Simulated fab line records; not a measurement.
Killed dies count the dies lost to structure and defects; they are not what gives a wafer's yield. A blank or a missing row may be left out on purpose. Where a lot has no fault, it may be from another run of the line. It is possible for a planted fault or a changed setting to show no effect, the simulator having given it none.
fab line records ; flow sky130
[record] lots = 12; wafers = 36; lastDay = 50
route steps=708 shown DNWELL@44 NWELL@63 VT_ADJUST_HVTP@95 VT_ADJUST_LVTN@105 PAD_OPEN@708
lots that met no fault: taken from a fault-free run of the same line
startH: start of the lot's first displayed wafer, in hours after the record's first day ; waitH: hours from the lot's prior step to this one ; " as in the row above ; L1.1+2: several wafers, shown together as one row ; - no value, or no start was given ; * or withheld: withheld ; < > ~ a bound
route shown NAME@n: a module of which the file shows steps, and the number in the route of the first ; usual: the fault-free wafers' mean and standard deviation ; same: alike in all rows ; chamber/n: place in a boat ; sites: readings site by site ; _std_site: standard deviation of those values ; _edge_site: inner sites' mean taken away from outer sites' mean ; radiusMm: for every site, how far away it sits from the centre of the wafer ; mask NAME#n: copy n ; behind: tool/chamber where the wafer was last shaped ; hold: the reason the lot was held/the length of the hold in hours/how it ended ; device: the transistor (n, p or np) that didn't switch ; end of line: the route-end tests of the same wafers ; where a step has no rows: the recipe by itself ; killed: the dies lost at the first sort to structure and to defects; this is not the yield of the wafer ; map: a wafer's dies, marking killed ones x, the rest . and places with no die _
set.NAME: the setting as run; set.NAME@STEP: as run at that earlier step ; model.NAME: the simulator's own value behind a step, which no gauge read
a sample of lots followed through the steps of the route, with each step as a table and each wafer as a row
services: the hour from which a tool's chamber was out of use, counted from the record's first day as startH (under 0 if before that day), plus the number of hours and why
[[steps]]
[step SKY_DNWELL_TW_MEAS_09]
[usual] DNWELL_TW = 1113/6.5
lot.wafer;tool;chamber;startH;waitH;DNWELL_TW
L658.1;filmMetro-02;-;64.45;0.1;1115
L658.2;filmMetro-02;-;64.45;0.1;1105
L658.4;filmMetro-02;-;64.45;0.1;1112
L659.2;filmMetro-04;-;65.22;0.1;1112
L659.4;filmMetro-04;-;65.22;0.1;1115
L659.5;filmMetro-04;-;65.22;0.1;1113
L664.3;filmMetro-04;-;94.18;0.1;1122
L664.4;filmMetro-04;-;94.18;0.1;1120
L664.5;filmMetro-04;-;94.18;0.1;1121
L665.4;filmMetro-02;-;102.23;0.1;1106
L665.5;filmMetro-02;-;102.23;0.1;1111
L665.6;filmMetro-02;-;102.23;0.1;1110
L666.3;filmMetro-04;-;105.09;0.1;1120
L666.5;filmMetro-04;-;105.09;0.1;1121
L666.6;filmMetro-04;-;105.09;0.1;1116
L674.2;filmMetro-04;-;158.57;0.1;1109
L674.3;filmMetro-04;-;158.57;0.1;1114
L674.6;filmMetro-04;-;158.57;0.1;1112
L673.1;filmMetro-02;-;158.90;0.1;1112
L673.3;filmMetro-02;-;158.90;0.1;1107
L673.4;filmMetro-02;-;158.90;0.1;1103
L675.1;filmMetro-04;-;158.91;0.1;1111
L675.2;filmMetro-04;-;158.91;0.1;1119
L675.3;filmMetro-04;-;158.91;0.1;1108
L677.2;filmMetro-01;-;166.52;0.1;1119
L677.3;filmMetro-01;-;166.52;0.1;1115
L677.5;filmMetro-01;-;166.52;0.1;1117
L676.2;filmMetro-01;-;166.71;0.1;1123
L676.4;filmMetro-01;-;166.71;0.1;1120
L676.6;filmMetro-01;-;166.71;0.1;1119
L678.2;filmMetro-04;-;174.37;0.1;1121
L678.3;filmMetro-04;-;174.37;0.1;1119
L678.5;filmMetro-04;-;174.37;0.1;1121
L679.2;filmMetro-02;-;181.31;0.1;1109
L679.5;filmMetro-02;-;181.31;0.1;1100
L679.6;filmMetro-02;-;181.31;0.1;1103
[step SKY_NWELL_OVL_MEAS_10]
[usual] NWELL_00_OVL = -0.3/1.4
lot.wafer;tool;chamber;startH;waitH;NWELL_00_OVL[nm]
L658.1;overlay-02;-;98.46;-;-1.8
L658.2;overlay-02;-;98.46;-;0.8
L658.4;overlay-02;-;98.46;-;-2.4
L659.2;overlay-02;-;99.17;-;-1.5
L659.4;overlay-02;-;99.17;-;-1.4
L659.5;overlay-02;-;99.17;-;-1.5
L664.3;overlay-01;-;130.17;-;2.8
L664.4;overlay-01;-;130.17;-;1.6
L664.5;overlay-01;-;130.17;-;1.2
L665.4;overlay-01;-;138.33;-;-0.5
L665.5;overlay-01;-;138.33;-;-0.3
L665.6;overlay-01;-;138.33;-;-1.6
L666.3;overlay-02;-;141.76;-;-0.3
L666.5;overlay-02;-;141.76;-;-1.8
L666.6;overlay-02;-;141.76;-;-1.2
L674.2;overlay-02;-;198.87;-;-0.3
L674.3;overlay-02;-;198.87;-;-1.9
L674.6;overlay-02;-;198.87;-;-2.4
L673.1;overlay-01;-;199.30;-;1.9
L673.3;overlay-01;-;199.30;-;0.2
L673.4;overlay-01;-;199.30;-;-1.3
L675.1;overlay-02;-;200.01;-;-2.5
L675.2;overlay-02;-;200.01;-;0.8
L675.3;overlay-02;-;200.01;-;-0.1
L677.2;overlay-02;-;208.41;-;-1.4
L677.3;overlay-02;-;208.41;-;-1.5
L677.5;overlay-02;-;208.41;-;-1.5
L676.2;overlay-02;-;208.92;-;-0.9
L676.4;overlay-02;-;208.92;-;0.8
L676.6;overlay-02;-;208.92;-;-0.2
L678.2;overlay-02;-;217.07;-;-2.4
L678.3;overlay-02;-;217.07;-;-3.3
L678.5;overlay-02;-;217.07;-;-1.9
L679.2;overlay-02;-;223.87;-;1.7
L679.5;overlay-02;-;223.87;-;0.1
L679.6;overlay-02;-;223.87;-;-0.3
[step SKY_VT_ADJUST_HVTP_STRIP_10]
[recipe] chemistry = O2/N2; powerW = 1400; pressureMtorr = 1500; platenTempC = withheld; o2FlowSccm = 3000; n2FlowSccm = 300; overashFraction = 0.5
[usual] drypumpMotorCurrentA = 5.5/0.36; oesProductAu = 0.716/0.0049; stripTimeToEndpointS = 14.18/0.038
lot.wafer;tool;chamber;startH;waitH;drypumpMotorCurrentA;oesProductAu;rfHoursCounterH;stripTimeToEndpointS
L658.1;plasmaAsher-03;0;135.66;0.1;4.8;0.705;46;14.20
L658.2;plasmaAsher-03;1;135.66;0.1;5.8;0.714;46;14.21
L658.4;plasmaAsher-03;1;135.66;0.1;5.9;0.714;-;14.22
L659.2;plasmaAsher-01;1;136.36;0.1;5.4;0.713;47;14.19
L659.4;plasmaAsher-01;1;136.36;0.1;5.3;0.707;-;14.18
L659.5;plasmaAsher-01;0;136.36;0.1;5.3;0.718;-;14.17
L664.3;plasmaAsher-03;0;169.90;0.1;4.8;0.710;-;14.15
L664.4;plasmaAsher-03;1;169.90;0.1;5.9;0.710;-;14.18
L664.5;plasmaAsher-03;0;169.90;0.1;4.8;0.709;-;14.19
L665.4;plasmaAsher-02;0;180.09;0.1;5.8;0.703;-;14.08
L665.5;plasmaAsher-02;0;180.09;0.1;5.8;0.721;-;14.11
L665.6;plasmaAsher-02;1;180.09;0.1;5.5;0.714;-;14.14
L666.3;plasmaAsher-02;1;182.89;0.1;5.5;0.713;-;14.17
L666.5;plasmaAsher-02;0;182.89;0.1;5.8;0.710;-;14.18
L666.6;plasmaAsher-02;1;182.89;0.1;5.5;0.713;-;14.21
L674.2;plasmaAsher-01;1;244.41;0.1;5.4;0.714;57;14.17
L674.3;plasmaAsher-01;1;244.41;0.1;5.4;0.719;-;14.16
L674.6;plasmaAsher-01;0;244.41;0.1;5.2;0.718;-;14.20
L673.1;plasmaAsher-03;1;245.11;0.1;5.9;0.712;57;14.19
L673.3;plasmaAsher-03;1;245.11;0.1;5.9;0.721;-;14.24
L673.4;plasmaAsher-03;0;245.11;0.1;4.8;0.721;-;14.17
L675.1;plasmaAsher-03;0;248.56;0.1;4.8;0.708;57;14.27
L675.2;plasmaAsher-03;1;248.56;0.1;5.9;0.714;57;14.28
L675.3;plasmaAsher-03;1;248.56;0.1;5.9;0.716;-;14.25
L677.2;plasmaAsher-02;0;254.07;0.1;5.9;0.722;42;14.20
L677.3;plasmaAsher-02;0;254.07;0.1;5.9;0.705;-;14.22
L677.5;plasmaAsher-02;0;254.07;0.1;5.9;0.715;-;14.24
L676.2;plasmaAsher-02;1;254.76;0.1;5.5;0.714;42;14.12
L676.4;plasmaAsher-02;0;254.76;0.1;5.9;0.723;-;14.13
L676.6;plasmaAsher-02;0;254.76;0.1;5.9;0.720;-;14.17
L678.2;plasmaAsher-02;1;263.67;0.1;5.5;0.711;44;14.19
L678.3;plasmaAsher-02;1;263.67;0.1;5.5;0.722;-;14.18
L678.5;plasmaAsher-02;0;263.67;0.1;5.8;0.715;-;14.25
L679.2;plasmaAsher-03;1;271.36;0.1;5.9;0.718;60;14.17
L679.5;plasmaAsher-03;1;271.36;0.1;5.9;0.715;-;14.12
L679.6;plasmaAsher-03;0;271.36;0.1;4.8;0.712;-;14.15
[step SKY_VT_ADJUST_LVTN_IMPLANT_08]
[recipe] species = B; energyKev = 30; doseCm2 = 1.57e+12; tiltDeg = withheld
[usual] doseIonsCm2 = 1.5701e+12/2.1e+09; endStationPressureTorr = 5.05e-06/2.6e-07; faradayCurrentUA = 8.86/0.19
lot.wafer;tool;chamber;startH;waitH;doseIonsCm2;endStationPressureTorr;faradayCurrentUA
L658.1;implanter-04;0;154.79;0.0;1.5726e+12;5.14e-06;8.95
L658.2;implanter-04;0;154.79;0.0;1.5706e+12;5.08e-06;8.91
L658.4;implanter-04;0;154.79;0.0;1.5705e+12;4.82e-06;8.92
L659.2;implanter-02;0;155.32;0.0;1.5702e+12;4.98e-06;9.15
L659.4;implanter-02;0;155.32;0.0;1.5692e+12;5.2e-06;8.90
L659.5;implanter-02;0;155.32;0.0;1.5672e+12;4.82e-06;9.07
L664.3;implanter-04;0;190.10;0.1;1.2625e+12;4.88e-06;7.06
L664.4;implanter-04;0;190.10;0.1;1.2599e+12;5.48e-06;7.09
L664.5;implanter-04;0;190.10;0.1;1.2599e+12;4.68e-06;6.89
L665.4;implanter-02;0;200.72;0.1;1.5704e+12;5.14e-06;8.93
L665.5;implanter-02;0;200.72;0.1;1.5686e+12;5.07e-06;8.94
L665.6;implanter-02;0;200.72;0.1;1.57e+12;5.3e-06;8.86
L666.3;implanter-04;0;204.49;0.1;1.2555e+12;5.11e-06;7.21
L666.5;implanter-04;0;204.49;0.1;1.2595e+12;5.3e-06;7.04
L666.6;implanter-04;0;204.49;0.1;1.2582e+12;4.85e-06;6.89
L674.2;implanter-04;0;267.38;0.0;1.5711e+12;5.31e-06;8.99
L674.3;implanter-04;0;267.38;0.0;1.5701e+12;4.87e-06;8.78
L674.6;implanter-04;0;267.38;0.0;1.5724e+12;4.87e-06;8.72
L673.1;implanter-04;0;267.69;0.0;1.5699e+12;4.78e-06;9.24
L673.3;implanter-04;0;267.69;0.0;1.5706e+12;4.49e-06;8.77
L673.4;implanter-04;0;267.69;0.0;1.57e+12;5.14e-06;9.03
L675.1;implanter-04;0;271.89;0.0;1.5685e+12;4.78e-06;8.80
L675.2;implanter-04;0;271.89;0.0;1.5695e+12;4.6e-06;8.87
L675.3;implanter-04;0;271.89;0.0;1.5702e+12;5.56e-06;9.10
L677.2;implanter-03;0;278.17;0.0;1.5707e+12;5.02e-06;8.90
L677.3;implanter-03;0;278.17;0.0;1.5698e+12;5.52e-06;9.10
L677.5;implanter-03;0;278.17;0.0;1.5692e+12;5.11e-06;8.63
L676.2;implanter-04;0;278.56;0.0;1.5705e+12;5.33e-06;8.70
L676.4;implanter-04;0;278.56;0.0;1.5662e+12;5.47e-06;8.61
L676.6;implanter-04;0;278.56;0.0;1.5692e+12;4.63e-06;9.01
L678.2;implanter-03;0;288.81;0.0;1.5657e+12;5.22e-06;9.14
L678.3;implanter-03;0;288.81;0.0;1.5676e+12;5.12e-06;8.85
L678.5;implanter-03;0;288.81;0.0;1.5682e+12;5.18e-06;8.76
L679.2;implanter-04;0;296.52;0.0;1.5723e+12;5.01e-06;8.82
L679.5;implanter-04;0;296.52;0.0;1.5747e+12;4.85e-06;8.86
L679.6;implanter-04;0;296.52;0.0;1.5744e+12;5.28e-06;8.84
[step SKY_VT_ADJUST_LVTN_TW_MEAS_10]
[usual] VT_ADJUST_LVTN_TW = 242.4/1.7
lot.wafer;tool;chamber;startH;waitH;hold;VT_ADJUST_LVTN_TW
L658.1;filmMetro-04;-;155.04;0.1;-;240.9
L658.2;filmMetro-04;-;155.04;0.1;-;241.5
L658.4;filmMetro-04;-;155.04;0.1;-;241.7
L659.2;filmMetro-04;-;155.56;0.1;-;242.6
L659.4;filmMetro-04;-;155.56;0.1;-;243.7
L659.5;filmMetro-04;-;155.56;0.1;-;241.4
L664.3;filmMetro-02;-;190.32;0.1;awaitDispo/0.2h/release;226.2
L664.4;filmMetro-02;-;190.32;0.1;awaitDispo/0.2h/release;226.0
L664.5;filmMetro-02;-;190.32;0.1;awaitDispo/0.2h/release;224.5
L664.3;filmMetro-02;-;190.54;0.2;-;224.9
L664.4;filmMetro-02;-;190.54;0.2;-;224.2
L664.5;filmMetro-02;-;190.54;0.2;-;226.0
L665.4;filmMetro-02;-;200.92;0.1;-;238.9
L665.5;filmMetro-02;-;200.92;0.1;-;240.2
L665.6;filmMetro-02;-;200.92;0.1;-;240.3
L666.3;filmMetro-03;-;204.71;0.1;awaitDispo/0.2h/release;229.0
L666.5;filmMetro-03;-;204.71;0.1;awaitDispo/0.2h/release;230.9
L666.6;filmMetro-03;-;204.71;0.1;awaitDispo/0.2h/release;229.1
L666.3;filmMetro-03;-;204.94;0.2;-;230.6
L666.5;filmMetro-03;-;204.94;0.2;-;230.1
L666.6;filmMetro-03;-;204.94;0.2;-;230.3
L674.2;filmMetro-02;-;267.61;0.1;-;241.3
L674.3;filmMetro-02;-;267.61;0.1;-;241.2
L674.6;filmMetro-02;-;267.61;0.1;-;240.3
L673.1;filmMetro-04;-;267.94;0.1;-;243.8
L673.3;filmMetro-04;-;267.94;0.1;-;242.8
L673.4;filmMetro-04;-;267.94;0.1;-;243.2
L675.1;filmMetro-02;-;272.14;0.1;-;241.3
L675.2;filmMetro-02;-;272.14;0.1;-;241.7
L675.3;filmMetro-02;-;272.14;0.1;-;240.8
L677.2;filmMetro-03;-;278.41;0.1;-;245.0
L677.3;filmMetro-03;-;278.41;0.1;-;244.3
L677.5;filmMetro-03;-;278.41;0.1;-;244.1
L676.2;filmMetro-04;-;278.80;0.1;-;242.6
L676.4;filmMetro-04;-;278.80;0.1;-;243.7
L676.6;filmMetro-04;-;278.80;0.1;-;243.2
L678.2;filmMetro-04;-;289.05;0.1;-;244.9
L678.3;filmMetro-04;-;289.05;0.1;-;242.2
L678.5;filmMetro-04;-;289.05;0.1;-;240.5
L679.2;filmMetro-04;-;296.76;0.1;-;243.8
L679.5;filmMetro-04;-;296.76;0.1;-;242.0
L679.6;filmMetro-04;-;296.76;0.1;-;242.5
[step SKY_PAD_OPEN_PROBE_99]
[usual] killed_at_M0_to_M3 = 42/6.3; killed_at_M4_up = 3.2/1.9; killedAtContacts = 24/5.8; killedAtFrontEnd = 15/4.3; killedAtOther = 0.2/0.62; killedDies = 85/9.3; killedOpen = 46/6.8; killedShort = 38/6.1
[same] grossDies = 492; killedAtBackSide = 0
lot.wafer;tool;chamber;startH;waitH;killed_at_M0_to_M3;killed_at_M4_up;killedAtContacts;killedAtFrontEnd;killedAtOther;killedDies;killedOpen;killedShort
L659.2;prober-01;-;1083.10;0.1;47;1;16;25;0;89;52;37
L659.4;prober-01;-;1083.20;0.2;41;2;20;18;0;81;46;35
L659.5;prober-01;-;1083.25;0.2;40;5;21;25;0;91;52;39
L665.4;prober-01;-;1121.08;0.2;38;1;16;11;1;67;45;22
L665.5;prober-01;-;1121.13;0.2;42;0;28;18;0;88;55;33
L665.6;prober-01;-;1121.18;0.2;44;6;31;20;0;101;54;47
L666.3;prober-02;-;1127.34;0.2;38;5;22;14;0;79;39;40
L666.5;prober-02;-;1127.44;0.2;41;1;27;14;0;83;39;44
L666.6;prober-02;-;1127.49;0.2;38;4;17;22;0;81;43;37
L675.1;prober-02;-;1182.22;0.1;41;3;23;12;0;79;39;40
L675.2;prober-02;-;1182.27;0.1;39;4;19;21;0;83;45;38
L675.3;prober-02;-;1182.32;0.2;39;7;27;20;1;94;48;46
L673.1;prober-01;-;1184.41;0.1;39;2;23;12;0;76;46;30
L673.3;prober-01;-;1184.51;0.2;50;3;28;8;0;89;49;40
L673.4;prober-01;-;1184.56;0.2;40;5;33;13;0;91;55;35
L676.2;prober-02;-;1185.13;0.1;35;4;27;13;4;83;48;31
L676.4;prober-02;-;1185.23;0.2;41;3;22;10;1;77;47;29
L676.6;prober-02;-;1185.33;0.2;38;3;23;11;0;75;42;33
L677.2;prober-01;-;1185.96;0.1;50;7;16;8;0;81;40;39
L677.3;prober-01;-;1186.01;0.2;38;4;24;14;0;80;42;38
L677.5;prober-01;-;1186.11;0.2;44;2;21;14;0;81;37;44
// killed by level:class
L659.2 VIA3:geometricParticle:open=8 VIA1:geometricParticle:open=7 VIA2:geometricParticle:open=7 CONTACT:geometricParticle:open=6 VIA1:geometricParticle:short=6 METAL2:geometricParticle:short=6 POLY_GATE:geometricParticle:short=5 FIELD_ISO:geometricParticle:short=4
L659.4 LI_CONTACT:geometricParticle:open=9 VIA3:geometricParticle:open=8 VIA1:geometricParticle:open=7 POLY_GATE:geometricParticle:open=5 VIA2:geometricParticle:short=5 VIA2:geometricParticle:open=5 POLY_GATE:geometricParticle:short=4 METAL1:geometricParticle:short=4
L659.5 VIA2:geometricParticle:open=9 CONTACT:geometricParticle:open=8 VIA1:geometricParticle:open=8 FIELD_ISO:geometricParticle:short=6 POLY_GATE:geometricParticle:open=6 VIA1:geometricParticle:short=5 SPACER:geometricParticle:open=4 METAL2:geometricParticle:short=4
L665.4 VIA1:geometricParticle:open=11 CONTACT:geometricParticle:open=7 VIA3:geometricParticle:open=7 METAL1:geometricParticle:short=5 FIELD_ISO:geometricParticle:open=3 FIELD_ISO:geometricParticle:short=3 LOCAL_INTERCONNECT:geometricParticle:short=3 METAL1:geometricParticle:open=3
L665.5 VIA1:geometricParticle:open=13 CONTACT:geometricParticle:open=11 LI_CONTACT:geometricParticle:open=8 FIELD_ISO:geometricParticle:short=7 VIA2:geometricParticle:open=7 METAL1:geometricParticle:short=4 CONTACT:geometricParticle:short=4 METAL2:geometricParticle:open=4
L665.6 CONTACT:geometricParticle:open=13 LI_CONTACT:geometricParticle:open=12 VIA1:geometricParticle:short=8 FIELD_ISO:geometricParticle:short=7 VIA2:geometricParticle:open=6 METAL1:geometricParticle:short=6 FIELD_ISO:geometricParticle:open=5 METAL2:geometricParticle:short=5
L666.3 VIA1:geometricParticle:open=15 CONTACT:geometricParticle:open=7 FIELD_ISO:geometricParticle:short=6 CONTACT:geometricParticle:short=6 VIA2:geometricParticle:open=5 FIELD_ISO:geometricParticle:open=4 METAL1:geometricParticle:short=4 LOCAL_INTERCONNECT:geometricParticle:short=4
L666.5 CONTACT:geometricParticle:open=12 METAL2:geometricParticle:short=12 POLY_GATE:geometricParticle:open=6 LOCAL_INTERCONNECT:geometricParticle:short=6 VIA1:geometricParticle:open=6 METAL1:geometricParticle:short=4 VIA1:geometricParticle:short=4 VIA2:geometricParticle:open=4
L666.6 VIA1:geometricParticle:open=12 METAL1:geometricParticle:short=7 CONTACT:geometricParticle:open=7 POLY_GATE:geometricParticle:open=6 FIELD_ISO:geometricParticle:open=5 POLY_GATE:geometricParticle:short=5 CONTACT:geometricParticle:short=5 VIA3:geometricParticle:open=4
L675.1 CONTACT:geometricParticle:open=10 METAL2:geometricParticle:short=7 METAL1:geometricParticle:short=7 VIA1:geometricParticle:short=6 VIA2:geometricParticle:open=6 VIA3:geometricParticle:open=5 POLY_GATE:geometricParticle:short=4 LI_CONTACT:geometricParticle:short=4
L675.2 METAL1:geometricParticle:short=12 VIA1:geometricParticle:open=10 POLY_GATE:geometricParticle:short=7 LI_CONTACT:geometricParticle:open=7 CONTACT:geometricParticle:open=7 VIA3:geometricParticle:open=7 POLY_GATE:geometricParticle:open=5 LOCAL_INTERCONNECT:geometricParticle:short=4
L675.3 METAL1:geometricParticle:short=8 LI_CONTACT:geometricParticle:open=7 VIA2:geometricParticle:open=7 VIA1:geometricParticle:open=7 POLY_GATE:geometricParticle:open=6 LI_CONTACT:geometricParticle:short=6 FIELD_ISO:geometricParticle:short=5 CONTACT:geometricParticle:short=5
L673.1 VIA1:geometricParticle:open=14 LI_CONTACT:geometricParticle:open=10 VIA3:geometricParticle:open=6 FIELD_ISO:geometricParticle:short=5 LI_CONTACT:geometricParticle:short=5 CONTACT:geometricParticle:open=5 METAL2:geometricParticle:short=5 METAL1:geometricParticle:open=4
L673.3 LI_CONTACT:geometricParticle:open=11 VIA1:geometricParticle:open=9 METAL2:geometricParticle:short=7 VIA3:geometricParticle:open=7 CONTACT:geometricParticle:short=5 VIA2:geometricParticle:open=5 VIA3:geometricParticle:short=5 CONTACT:geometricParticle:open=4
L673.4 VIA1:geometricParticle:open=13 CONTACT:geometricParticle:open=10 LI_CONTACT:geometricParticle:open=8 VIA3:geometricParticle:open=8 METAL2:geometricParticle:short=6 FIELD_ISO:geometricParticle:open=5 CONTACT:geometricParticle:short=5 POLY_GATE:geometricParticle:open=4
L676.2 CONTACT:geometricParticle:open=17 VIA1:geometricParticle:open=6 FIELD_ISO:geometricParticle:short=5 FIELD_ISO:geometricParticle:open=4 METAL1:geometricParticle:short=4 VIA2:geometricParticle:open=4 VIA3:geometricParticle:open=4 PAD_OPEN:coatMicrobubblePrinted=4
L676.4 VIA1:geometricParticle:open=15 CONTACT:geometricParticle:open=10 VIA3:geometricParticle:open=6 CONTACT:geometricParticle:short=5 METAL1:geometricParticle:short=5 METAL2:geometricParticle:short=4 VIA2:geometricParticle:open=4 POLY_GATE:geometricParticle:open=3
L676.6 VIA1:geometricParticle:open=14 CONTACT:geometricParticle:open=7 CONTACT:geometricParticle:short=5 VIA2:geometricParticle:open=5 LI_CONTACT:geometricParticle:open=4 SPACER:geometricParticle:open=3 LOCAL_INTERCONNECT:geometricParticle:short=3 METAL1:geometricParticle:short=3
L677.2 VIA1:geometricParticle:open=12 METAL1:geometricParticle:short=7 VIA2:geometricParticle:open=7 CONTACT:geometricParticle:open=6 METAL2:geometricParticle:short=6 VIA3:geometricParticle:open=6 METAL4:geometricParticle:short=5 CONTACT:geometricParticle:short=4
L677.3 VIA1:geometricParticle:open=11 VIA3:geometricParticle:open=8 CONTACT:geometricParticle:open=7 LOCAL_INTERCONNECT:geometricParticle:short=6 LI_CONTACT:geometricParticle:short=5 METAL2:geometricParticle:short=5 FIELD_ISO:geometricParticle:open=4 POLY_GATE:geometricParticle:short=4
L677.5 VIA1:geometricParticle:open=11 METAL1:geometricParticle:short=8 LOCAL_INTERCONNECT:geometricParticle:short=7 VIA3:geometricParticle:open=7 FIELD_ISO:geometricParticle:short=6 LI_CONTACT:geometricParticle:short=5 METAL2:geometricParticle:short=5 VIA2:geometricParticle:open=4
[[services]]
tool;chamber;startH;hours;kind
plasmaAsher-03;-;124.51;0.5;repair
implanter-04;-;196.25;0.5;repair
implanter-03;-;199.62;2.5;repair
implanter-04;-;218.58;2.1;pm
implanter-03;-;220.40;5.0;pm
plasmaAsher-01;-;247.52;18.3;repair
implanter-02;-;259.48;3.7;repair
implanter-02;-;265.69;1.8;repair
[[key]]
[firstSign] step = SKY_VT_ADJUST_LVTN_IMPLANT_08; reading = doseIonsCm2; direction = down; sigmas = 99+; usual = *; struck = *
[effect] step = SKY_VT_ADJUST_LVTN_IMPLANT_08; reading = faradayCurrentUA; direction = down; sigmas = 9.4; usual = 8.86; struck = 7.03
[effect] step = SKY_VT_ADJUST_LVTN_TW_MEAS_10; reading = visit; direction = added
[effect] step = SKY_VT_ADJUST_LVTN_TW_MEAS_10; reading = VT_ADJUST_LVTN_TW; direction = down; sigmas = 8.5; usual = 242.4; struck = 227.6
metAt SKY_VT_ADJUST_LVTN_IMPLANT_08
struckLots L664,L666
testerLeftOut L664,L666
notActingAt SKY_DNWELL_TW_MEAS_09,SKY_NWELL_OVL_MEAS_10,SKY_VT_ADJUST_HVTP_STRIP_10
onsetBetween 154.79 190.10
[fault] kind = processParameterDrift; tool = implanter-04; chamber = -; onsetH = 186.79; steps = SKY_VT_ADJUST_LVTN_IMPLANT_08; channel = doseCm2; offset = *; shape = step; endH = 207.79; actsIn = *; stated = *
// testerLeftOut: of these lots the tester's yield and bins aren't shown, on N5 and GAA mostly nor the transistor test; their killed dies are dies lost to structure and defects alone, not to doping, threshold or leakage, so they don't give the yield
